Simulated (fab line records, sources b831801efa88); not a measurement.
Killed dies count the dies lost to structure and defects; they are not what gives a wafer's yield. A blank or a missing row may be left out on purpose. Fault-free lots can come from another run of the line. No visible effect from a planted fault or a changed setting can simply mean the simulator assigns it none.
Comparing a struck lot with a sound one    flow sky130    14 steps out of a route of 708
Sound: these wafers, L920.1, L920.3, L920.4. The struck wafers were L927.2, L927.4, L927.6. The cause comes at the end.
At each step with rows: each side's tool, then ch and its chambers, then its first start. Under that, the readings that differ: sound wafers    struck wafers    difference of the means    sigmas: that difference in standard deviations of wafers without a fault.
alike: readings with means less than 2 such deviations apart, plus words and numbers identical on both sides. not compared: withheld readings, readings lacking a value on some wafer, bounds such as >300 that could conceal the same value, and numbers that have no deviation in the record and whose values overlap.
A row with sigmas, a row that says differs or no value, or rows on one side alone: a step with any of these is where the two part. Numbers that have no deviation but don't overlap get no sigmas and don't part them. Lack of a reading on every wafer of one side parts them only where that side has two or more wafers.

first, 2 steps without rows for these wafers: SKY_METAL1_CLEAN_23 (cleans in O3/DIW); SKY_VIA1_HDPCVD_00 (deposits SiO2, target thk 1030 nm, time 171.7 s).
SKY_VIA1_THK_MEAS_01:
  sound on filmMetro-02 at day 35 18:47; struck on filmMetro-04 at day 38 07:35
  alike: VIA1_HDPCVD_THK
SKY_VIA1_CMP_02: polishes SiO2.
  sound on cmp-02 ch 0,1,3, day 35 18:50; struck on cmp-02 ch 1,2,3, day 38 07:41
  alike: edgeZonePressureFrac, motorCurrentA, slurryFilterDpKPa
SKY_VIA1_BOW_MEAS_03:
  sound on filmMetro-02 at day 35 19:08; struck on filmMetro-04 at day 38 07:58
  alike: VIA1_BOW
then, 7 steps without rows for these wafers: SKY_VIA1_DEHYDRATE_04 (time 60 s); SKY_VIA1_HMDS_05 (prime time 60 s); SKY_VIA1_COAT_06 (resist thk 60 nm); SKY_VIA1_COAT_07 (resist thk 450 nm); SKY_VIA1_SOFTBAKE_08 (time 90 s); SKY_VIA1_EXPOSE_09 (exposes mask VIM, target cd 150 nm); SKY_VIA1_PEB_10.
SKY_VIA1_DEVELOP_11: develop time 61.76 s.
  struck on lithoTrack-02, day 39 08:00; sound on lithoTrack-03 ch 0, day 36 20:00
  no value came back on the struck wafers for chillPlateTempC (C), developTimeS (s); on the sound wafers chillPlateTempC (C) reads 23.11 22.89 22.95
reading                                     sound          struck           difference  sigmas
model.KrF-thick_of_VIA1_COAT_07.thkNm (nm)  433.5 434 434  450.8 450.6 451  +17.0       
SKY_VIA1_CD_MEAS_12 targets a cd of 150 nm.
  sound on cdSem-02 at day 36 21:03; struck on cdSem-01 at day 39 08:32
reading    sound              struck  difference                     sigmas
cdNm (nm)  149.6 149.7 151.5  - - -   no value on the struck wafers  

## WHERE THEY PART
At SKY_VIA1_DEVELOP_11 first; at SKY_VIA1_CD_MEAS_12 last (within this record only).

WHY: what the simulator had put in
Whole step skipped at SKY_VIA1_DEVELOP_11 on lithoTrack-02, starting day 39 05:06. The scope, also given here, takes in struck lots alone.
